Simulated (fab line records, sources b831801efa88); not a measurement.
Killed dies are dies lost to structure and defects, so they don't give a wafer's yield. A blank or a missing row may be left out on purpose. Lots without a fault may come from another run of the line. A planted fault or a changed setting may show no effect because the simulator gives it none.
Which tool did it? | flow sky130 | 10 lots, 30 wafers sampled, at 7 steps of a route of 708

WHAT THE GAUGES READ, wafer by wafer
SKY_LDD_P_OVL_MEAS_08.
lot  | measured     | on         | LDD_P_OVL (nm)
L468 | day 18 21:46 | overlay-02 | 0.4 1.9 2.1
L469 | day 18 22:39 | overlay-01 | 2.0 1.2 1.6
L471 | day 20 10:10 | overlay-02 | -0.4 1.7 -0.3
L473 | day 21 05:58 | overlay-01 | 2.7 1.1 1.7
L474 | day 21 15:58 | overlay-02 | 0.1 0.7 0.2
L475 | day 22 01:16 | overlay-01 | 1.7 1.3 -0.2
L476 | day 22 02:54 | overlay-02 | 0.2 0.6 -0.9
L486 | day 26 01:52 | overlay-01 | 1.5 1.8 1.3
L487 | day 26 03:43 | overlay-01 | 3.0 1.1 1.7
L490 | day 26 21:09 | overlay-01 | 2.6 1.6 2.9

SKY_RES_XHIGH_TW_MEAS_09.
lot  | measured     | on            | RES_XHIGH_TW
L468 | day 26 11:25 | film_metro-04 | 1607 1598 1603
L469 | day 26 16:01 | film_metro-02 | 1637 1630 1635
L471 | day 28 01:02 | film_metro-01 | 1684 1676 1692
L473 | day 28 18:43 | film_metro-01 | 2060 2070 2063
L474 | day 29 04:40 | film_metro-01 | 1693 1698 1699
L475 | day 29 12:50 | film_metro-01 | 2087 2073 2077
L476 | day 29 13:04 | film_metro-01 | 2072 2078 2076
L486 | day 33 04:28 | film_metro-04 | 1603 1609 1608
L487 | day 33 08:08 | film_metro-04 | 1609 1611 1619
L490 | day 34 00:42 | film_metro-02 | 1642 1636 1632

SKY_SD_N_RS_MEAS_18: measures by four-point-probe.
lot  | measured     | on            | RES_XHIGH_RS (ohm/sq)
L468 | day 27 18:10 | film_metro-04 | 331.3 332.9 332.0
L469 | day 27 21:32 | film_metro-01 | 335.6 334.7 334.0
L471 | day 29 06:57 | film_metro-01 | 332.1 333.2 332.4
L473 | day 29 23:19 | film_metro-04 | 204.9 204.1 204.1
L474 | day 30 09:01 | film_metro-04 | 332.4 333.4 332.4
L475 | day 30 17:26 | film_metro-04 | 204.2 204.5 204.0
L476 | day 30 17:52 | film_metro-01 | 204.6 203.8 203.9
L486 | day 34 07:30 | film_metro-02 | 332.6 334.4 335.6
L487 | day 34 12:16 | film_metro-04 | 332.7 331.7 331.0
L490 | day 35 04:19 | film_metro-04 | 333.2 333.4 332.5

WHICH TOOL RAN EACH LOT (tool, then ch and the chambers of the sampled wafers, then the start)
lot  | SKY_POLY_CUT_STRIP_12                | SKY_SD_P_STRIP_10                    | SKY_RES_XHIGH_IMPLANT_07        | SKY_RES_XHIGH_STRIP_08
L468 | plasma_asher-02 ch 0,1, day 24 01:28 | plasma_asher-04 ch 0,1, day 25 06:41 | implanter-02 ch 0, day 26 11:10 | plasma_asher-03 ch 0,1, day 26 11:19
L469 | plasma_asher-01 ch 0, day 24 04:56   | plasma_asher-02 ch 1, day 25 10:11   | implanter-01 ch 0, day 26 15:46 | plasma_asher-04 ch 0,1, day 26 15:55
L471 | plasma_asher-01 ch 0,1, day 25 13:56 | plasma_asher-02 ch 0,1, day 26 19:41 | implanter-01 ch 0, day 28 00:47 | plasma_asher-03 ch 0,1, day 28 00:56
L473 | plasma_asher-01 ch 0,1, day 26 07:58 | plasma_asher-02 ch 0,1, day 27 12:44 | implanter-04 ch 0, day 28 18:10 | plasma_asher-04 ch 0,1, day 28 18:37
L474 | plasma_asher-03 ch 0,1, day 26 18:00 | plasma_asher-04 ch 0,1, day 27 23:31 | implanter-04 ch 0, day 29 04:25 | plasma_asher-03 ch 0, day 29 04:34
L475 | plasma_asher-03 ch 0,1, day 27 02:12 | plasma_asher-02 ch 0,1, day 28 07:37 | implanter-01 ch 0, day 29 12:15 | plasma_asher-04 ch 0,1, day 29 12:42
L476 | plasma_asher-02 ch 0, day 27 03:22   | plasma_asher-01 ch 0, day 28 08:31   | implanter-02 ch 0, day 29 12:30 | plasma_asher-03 ch 0, day 29 12:58
L486 | plasma_asher-03 ch 0,1, day 30 22:20 | plasma_asher-01 ch 0,1, day 32 01:14 | implanter-02 ch 0, day 33 04:14 | plasma_asher-03 ch 0,1, day 33 04:22
L487 | plasma_asher-03 ch 0,1, day 31 01:20 | plasma_asher-02 ch 0,1, day 32 05:28 | implanter-04 ch 0, day 33 07:55 | plasma_asher-03 ch 0,1, day 33 08:02
L490 | plasma_asher-02 ch 0,1, day 31 17:56 | plasma_asher-02 ch 0,1, day 32 21:53 | implanter-04 ch 0, day 34 00:27 | plasma_asher-03 ch 0,1, day 34 00:36
- SKY_POLY_CUT_STRIP_12: strips in O2/N2.
- SKY_SD_P_STRIP_10: strips in O2/N2.
- SKY_RES_XHIGH_IMPLANT_07
- SKY_RES_XHIGH_STRIP_08: strips in O2/N2.

WHAT THE TOOLS THEMSELVES READ (means of the sampled wafers that have a number; where no wafer has one, the mark that the record gives instead)
SKY_POLY_CUT_STRIP_12.
lot  | tool            | drypump_motor_current_A (A) | oes_product_au (a.u.) | strip_time_to_endpoint_s (s)
L468 | plasma_asher-02 | 5.5                         | 0.452                 | 5.344
L469 | plasma_asher-01 | 5.8                         | 0.451                 | 5.359
L471 | plasma_asher-01 | 5.6                         | 0.453                 | 5.345
L473 | plasma_asher-01 | 5.7                         | 0.449                 | 5.342
L474 | plasma_asher-03 | 6.0                         | 0.456                 | 5.382
L475 | plasma_asher-03 | 6.0                         | 0.453                 | 5.334
L476 | plasma_asher-02 | 5.7                         | 0.452                 | 5.367
L486 | plasma_asher-03 | 5.5                         | 0.453                 | 5.371
L487 | plasma_asher-03 | 6.0                         | 0.458                 | 5.365
L490 | plasma_asher-02 | 5.6                         | 0.449                 | 5.353

SKY_SD_P_STRIP_10.
lot  | tool            | drypump_motor_current_A (A) | oes_product_au (a.u.) | strip_time_to_endpoint_s (s)
L468 | plasma_asher-04 | 5.54                        | 0.622                 | 17.49
L469 | plasma_asher-02 | 5.46                        | 0.617                 | 17.47
L471 | plasma_asher-02 | 5.62                        | 0.621                 | 17.46
L473 | plasma_asher-02 | 5.54                        | 0.624                 | 17.48
L474 | plasma_asher-04 | 5.52                        | 0.620                 | 17.47
L475 | plasma_asher-02 | 5.55                        | 0.618                 | 17.47
L476 | plasma_asher-01 | 5.83                        | 0.616                 | 17.46
L486 | plasma_asher-01 | 5.62                        | 0.620                 | 17.45
L487 | plasma_asher-02 | 5.62                        | 0.616                 | 17.48
L490 | plasma_asher-02 | 5.55                        | 0.611                 | 17.43

SKY_RES_XHIGH_IMPLANT_07.
lot  | tool         | beam_energy_keV | dose_ions_cm2
L468 | implanter-02 | 20.010          | 3.6e+14
L469 | implanter-01 | 20.001          | 3.6e+14
L471 | implanter-01 | 20.009          | 3.6e+14
L473 | implanter-04 | 19.999          | 3.6e+14
L474 | implanter-04 | 20.006          | 3.6e+14
L475 | implanter-01 | 20.003          | 3.6e+14
L476 | implanter-02 | 20.002          | 3.6e+14
L486 | implanter-02 | 20.007          | 3.6e+14
L487 | implanter-04 | 19.999          | 3.6e+14
L490 | implanter-04 | 20.002          | 3.6e+14

SKY_RES_XHIGH_STRIP_08.
lot  | tool            | drypump_motor_current_A (A) | oes_product_au (a.u.) | strip_time_to_endpoint_s (s)
L468 | plasma_asher-03 | 5.5                         | 0.712                 | 14.22
L469 | plasma_asher-04 | 5.3                         | 0.711                 | 14.25
L471 | plasma_asher-03 | 5.5                         | 0.713                 | 14.25
L473 | plasma_asher-04 | 5.3                         | 0.685                 | 15.08
L474 | plasma_asher-03 | 6.5                         | 0.711                 | 14.24
L475 | plasma_asher-04 | 5.5                         | 0.683                 | 15.09
L476 | plasma_asher-03 | 6.5                         | 0.683                 | 15.05
L486 | plasma_asher-03 | 5.5                         | 0.716                 | 14.23
L487 | plasma_asher-03 | 6.0                         | 0.711                 | 14.21
L490 | plasma_asher-03 | 5.5                         | 0.712                 | 14.20

THE ANSWER, worked out from the rows above alone
Rule: what is usual is taken from the lots themselves. Put in order of their means at a reading, lots are off if they are a third of the lots or fewer, leave a main group of 4 or more, and stand apart from it by a gap of 3 or more times the standard deviation of the main group's means; of several such gaps the widest counts. A main group whose means are all the same, to the digits that the tables above print for the reading, isn't used. A lot without any number at a reading at which 4 lots or more have one is off too. The other lots that the step has rows for count as sound. The gauges are gone through in route order, then the tools' own readings, and for those a lot's mean is taken as printed above. The first step at which some lot is off is used, and at that step the reading that is off furthest; a lot without a number counts as furthest.
Off: L473, L475, L476, at SKY_RES_XHIGH_TW_MEAS_09 (RES_XHIGH_TW). The main group: mean 1639, standard deviation 35.
A tool fits if, at a process step before that reading, it ran every lot that is off, and no sound lot after the first of them. The gauges at SKY_RES_XHIGH_TW_MEAS_09 aren't tried: what is off there is off at SKY_RES_XHIGH_STRIP_08 too, on other tools, and a gauge's error can't cause that. None of those tried fits.

WHAT THE SIMULATOR HAD PUT IN
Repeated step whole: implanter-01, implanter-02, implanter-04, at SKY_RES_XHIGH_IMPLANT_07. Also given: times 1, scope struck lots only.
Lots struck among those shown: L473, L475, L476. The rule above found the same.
